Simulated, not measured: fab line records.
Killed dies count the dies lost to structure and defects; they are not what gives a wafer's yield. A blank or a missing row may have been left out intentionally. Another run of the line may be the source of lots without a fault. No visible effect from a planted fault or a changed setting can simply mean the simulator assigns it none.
The same fault as seen by 2 desks | flow gf180mcu | numbers are kept per desk, each desk with only its own; the story behind them comes last

## METROLOGY DESK
Means of the sampled wafers that have a number, per lot and without regard to the tool the lot ran on: this is what the gauges read. Any lot whose mean is over 4 standard deviations away from the usual mean is out of limits and marked OUT; that distance is given in the brackets.
Columns: A = CONTACT_W_RS at GF_CONTACT_RS_MEAS_25, usual 0.379 ohm/sq; B = CONTACT_W_THK at GF_CONTACT_THK_MEAS_26, usual 306 nm
lot  | first seen here | A     | B
L852 | day 15 14:18    | 0.384 | 300
L857 | day 18 16:58    | 0.385 | 300
L863 | day 20 19:03    | 0.370 | 312
L864 | day 21 02:28    | 0.378 | 306
L872 | day 23 11:04    | 0.383 | 304
L874 | day 24 00:14    | 0.379 | 307
This desk found nothing out of limits on any of the 6 lots.

## THE TOOL OWNER'S DESK: pvd_sputter-03
The tool's own readings at GF_M1_SPUTTER_02 (material AlCu, target thk 450 nm, time 23.9 s): means of the sampled wafers that have a number, for each lot that ran on this tool. Any lot whose mean is over 4 standard deviations away from the usual mean is out of limits and marked OUT; that distance is given in the brackets.
Columns: A = throttle_valve_pct at GF_M1_SPUTTER_02, usual 29.8 %
lot  | first seen here | A
L863 | day 20 19:40    | 29.4
L864 | day 21 03:04    | 29.1
This desk found nothing out of limits on any of the 2 lots.

## ALL TOGETHER
Metrology desk: nothing out of limits seen.
Nothing out of limits was seen by the tool owner's desk.

## WHAT THE SIMULATOR HAD PUT IN
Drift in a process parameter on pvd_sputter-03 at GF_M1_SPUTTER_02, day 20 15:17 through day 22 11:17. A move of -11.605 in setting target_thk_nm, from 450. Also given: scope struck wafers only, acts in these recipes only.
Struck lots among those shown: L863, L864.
